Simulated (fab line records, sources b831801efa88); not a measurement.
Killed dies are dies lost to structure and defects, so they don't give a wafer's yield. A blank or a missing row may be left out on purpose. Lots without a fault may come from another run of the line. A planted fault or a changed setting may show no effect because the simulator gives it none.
Chamber matching | flow gf180mcu | GF_STI_CMP_25 on cmp-01: 4 sister chambers
The step polishes, stops on Si3N4, t overpolish 33 s, target thk 524.6 nm. 4 wafers are shown with their chamber, then 8 later ones without.

WAFERS WITH THEIR CHAMBER
wafer  | chamber | motor_current_A (A)
L297.2 | 0       | 11.1
L297.3 | 1       | 12.6
L297.6 | 3       | 13.0
L298.4 | 2       | 13.3

WAFERS WITHOUT THEIR CHAMBER
wafer  | motor_current_A (A)
L298.5 | 11.0
L298.6 | 12.2
L299.1 | 10.5
L299.2 | 11.9
L299.6 | 12.4
L301.2 | 13.3
L301.5 | 10.7
L301.6 | 12.3

WHICH CHAMBER EACH WENT THROUGH
wafer  | from the rows above               | in truth
L298.5 | 0                                 | 0
L298.6 | can't be placed: 1 or 3 or 0 or 2 | 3
L299.1 | 0                                 | 0
L299.2 | can't be placed: 1 or 0 or 3 or 2 | 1
L299.6 | can't be placed: 1 or 3 or 2      | 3
L301.2 | can't be placed: 2 or 3 or 1      | 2
L301.5 | 0                                 | 0
L301.6 | can't be placed: 1 or 3 or 2      | 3
Placed correctly: 3 of 8. Can't be placed from these rows: 5 (the true chamber is among the candidates in 5). Placed wrongly: 0.
How it was worked out, from the rows above alone: a wafer's distance from a chamber is the root of the sum, over the readings, of the square of ((its reading less the chamber's mean) divided by the reading's scatter). The wafer belongs to the nearest chamber; if the next one is less than 2 further off, it can't be placed. A chamber's mean is the mean of its shown wafers. The scatter: with one shown wafer a chamber, the root of the mean of the squares of how far each hidden wafer lies from its nearest shown one.
